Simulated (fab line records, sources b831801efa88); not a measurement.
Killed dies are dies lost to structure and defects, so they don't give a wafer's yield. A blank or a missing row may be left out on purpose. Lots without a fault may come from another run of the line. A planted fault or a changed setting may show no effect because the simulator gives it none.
Which tool did it? | flow gf180mcu | 13 lots, 39 wafers sampled, at 3 steps of a route of 602

WHAT THE GAUGES READ, wafer by wafer
GF_M1_OVL_MEAS_15. Usual: M1_OVL -1 nm, standard deviation 4.7.
lot  | measured     | on         | M1_OVL (nm) | flag
L734 | day 16 18:07 | overlay-02 | -12 0 -5    |
L735 | day 17 07:31 | overlay-01 | -7 -9 -1    |
L736 | day 17 10:40 | overlay-01 | -8 -7 -6    |
L737 | day 17 20:37 | overlay-01 | 3 10 4      |
L738 | day 18 08:53 | overlay-01 | -7 -10 -5   |
L739 | day 18 19:51 | overlay-02 | 10 1 -2     |
L740 | day 19 01:31 | overlay-02 | -13 -3 -5   |
L741 | day 19 19:49 | overlay-02 | -9 -4 -6    |
L748 | day 22 11:28 | overlay-02 | -7 -7 -4    |
L749 | day 22 21:52 | overlay-02 | 6 3 1       |
L750 | day 23 12:20 | overlay-01 | -3 0 -1     |
L755 | day 24 17:16 | overlay-01 | 6 -1 -2     |
L757 | day 25 10:13 | overlay-01 | 0 4 1       |

GF_V1_CD_MEAS_14: target cd 260 nm. Usual: cd_nm 260.1 nm, standard deviation 1.2.
lot  | measured     | on        | cd_nm (nm)        | flag
L734 | day 17 18:49 | cd_sem-01 | 260.4 259.3 261.2 |
L735 | day 18 08:07 | cd_sem-02 | 260.0 258.8 259.8 |
L736 | day 18 11:29 | cd_sem-01 | 259.0 259.7 259.8 |
L737 | day 18 21:41 | cd_sem-02 | 259.0 258.7 258.9 |
L738 | day 19 10:19 | cd_sem-02 | 259.8 258.6 259.3 |
L739 | day 19 21:43 | cd_sem-01 | 261.4 261.1 261.1 |
L740 | day 20 03:08 | cd_sem-01 | 259.1 259.2 260.2 |
L741 | day 20 21:25 | cd_sem-02 | 260.4 260.6 259.8 |
L748 | day 23 11:23 | cd_sem-02 | 259.3 259.6 258.5 |
L749 | day 23 21:50 | cd_sem-02 | 261.6 262.1 261.5 |
L750 | day 24 11:56 | cd_sem-01 | 261.1 260.8 261.3 |
L755 | day 25 15:26 | cd_sem-02 | 258.4 259.8 259.3 |
L757 | day 26 08:32 | cd_sem-02 | 258.5 259.3 259.2 |

WHICH TOOL RAN EACH LOT (tool, then ch and the chambers of the sampled wafers, then the start)
lot  | GF_DUAL_GATE_OXIDATION_15
L734 | furnace-02 ch 0, day 8 04:13
L735 | furnace-02 ch 0, day 8 15:30
L736 | furnace-01 ch 0, day 8 18:25
L737 | furnace-01 ch 0, day 9 02:17
L738 | furnace-01 ch 0, day 9 12:35
L739 | furnace-01 ch 0, day 9 16:59
L740 | furnace-02 ch 0, day 10 00:16
L741 | furnace-01 ch 0, day 10 11:25
L748 | furnace-01 ch 0, day 12 10:49
L749 | furnace-01 ch 0, day 12 20:14
L750 | furnace-01 ch 0, day 13 05:54
L755 | furnace-02 ch 0, day 14 14:56
L757 | furnace-02 ch 0, day 15 04:43
- GF_DUAL_GATE_OXIDATION_15: stabilise 600 s, purge 300 s, target thk 7.098 nm.

WHAT THE TOOLS THEMSELVES READ (means of the sampled wafers that have a number; where no wafer has one, the mark that the record gives instead)
GF_DUAL_GATE_OXIDATION_15. Usual: spike_tc_bottom_C 869.1 C, standard deviation 2; spike_tc_centre_C 850.4 C, standard deviation 1.2; spike_tc_lower_C 850.5 C, standard deviation 1; spike_tc_top_C 862.2 C, standard deviation 1.4; spike_tc_upper_C 850.1 C, standard deviation 1; tube_center_temp_C 850 C, standard deviation 0.074; tube_center_temp_C_max 852.1, standard deviation 0.31.
lot  | tool       | spike_tc_bottom_C (C) | spike_tc_centre_C (C) | spike_tc_lower_C (C) | spike_tc_top_C (C) | spike_tc_upper_C (C) | tube_center_temp_C (C) | tube_center_temp_C_max | flag
L734 | furnace-02 | 866.2                 | 851.3                 | 850.2                | 863.0              | 849.9                | 850                    | 851.9                  |
L735 | furnace-02 | 865.8                 | 851.6                 | 849.8                | 863.9              | 849.4                | 850                    | 852.5                  |
L736 | furnace-01 | 869.9                 | 850.0                 | 851.0                | 862.0              | 849.8                | 850                    | 851.9                  |
L737 | furnace-01 | 870.0                 | 850.3                 | 850.5                | 861.2              | 849.6                | 850                    | 852.1                  |
L738 | furnace-01 | 870.5                 | 850.2                 | 850.2                | 861.5              | 849.9                | 850                    | 852.0                  |
L739 | furnace-01 | 871.3                 | 849.8                 | 850.7                | 861.8              | 848.9                | 850                    | 852.1                  |
L740 | furnace-02 | 865.7                 | 851.0                 | 849.6                | 864.1              | 849.1                | 850                    | 852.3                  |
L741 | furnace-01 | 870.5                 | 849.0                 | 849.4                | 860.8              | 849.6                | 850                    | 852.2                  |
L748 | furnace-01 | 876.4                 | 855.4                 | 857.0                | 867.9              | 856.5                | 856                    | 857.7                  | OFF
L749 | furnace-01 | 875.8                 | 855.9                 | 856.6                | 868.2              | 855.6                | 856                    | 858.1                  | OFF
L750 | furnace-01 | 875.4                 | 856.1                 | 857.1                | 867.1              | 856.3                | 856                    | 858.2                  | OFF
L755 | furnace-02 | 865.2                 | 850.6                 | 849.4                | 863.7              | 850.9                | 850                    | 852.3                  |
L757 | furnace-02 | 866.5                 | 852.4                 | 849.7                | 863.6              | 849.5                | 850                    | 852.0                  |

THE ANSWER, worked out from the rows above alone
Rule: a lot is off if the mean of its wafers that have a number lies more than 3 standard deviations from the usual mean. A lot without any number at a reading at which 4 lots or more have one is off too. The other lots that the step has rows for count as sound. The gauges are gone through in route order, then the tools' own readings, and for those a lot's mean is taken as printed above. The first step at which some lot is off is used, and at that step the reading that is off furthest; a lot without a number counts as furthest.
Off: L748, L749, L750, at GF_DUAL_GATE_OXIDATION_15 (tube_center_temp_C).
A tool fits if, at that step or a process step before it, it ran every lot that is off, and no sound lot after the first of them. One fits: furnace-01 at GF_DUAL_GATE_OXIDATION_15. Its last sound lot is L741 (day 10 11:25), its first lot that is off L748 (day 12 10:49): a fault that began between those two fits.
The tool's own readings at GF_DUAL_GATE_OXIDATION_15 bear it out: on the lots that are off they differ by more than 5 times the standard deviation of the sound lots' means. spike_tc_centre_C reads 855.8 C there against 850.6 C on the sound lots; spike_tc_lower_C reads 856.9 C there against 850.0 C on the sound lots; spike_tc_upper_C reads 856.1 C there against 849.7 C on the sound lots; tube_center_temp_C reads 856 C there against 850 C on the sound lots; tube_center_temp_C_max reads 858.0 there against 852.1 on the sound lots.

WHAT THE SIMULATOR HAD PUT IN
Process parameter drift: furnace-01, from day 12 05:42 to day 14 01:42, at GF_DUAL_GATE_OXIDATION_15. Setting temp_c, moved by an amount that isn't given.
Lots struck among those shown: L748, L749, L750. The rule above found the same.
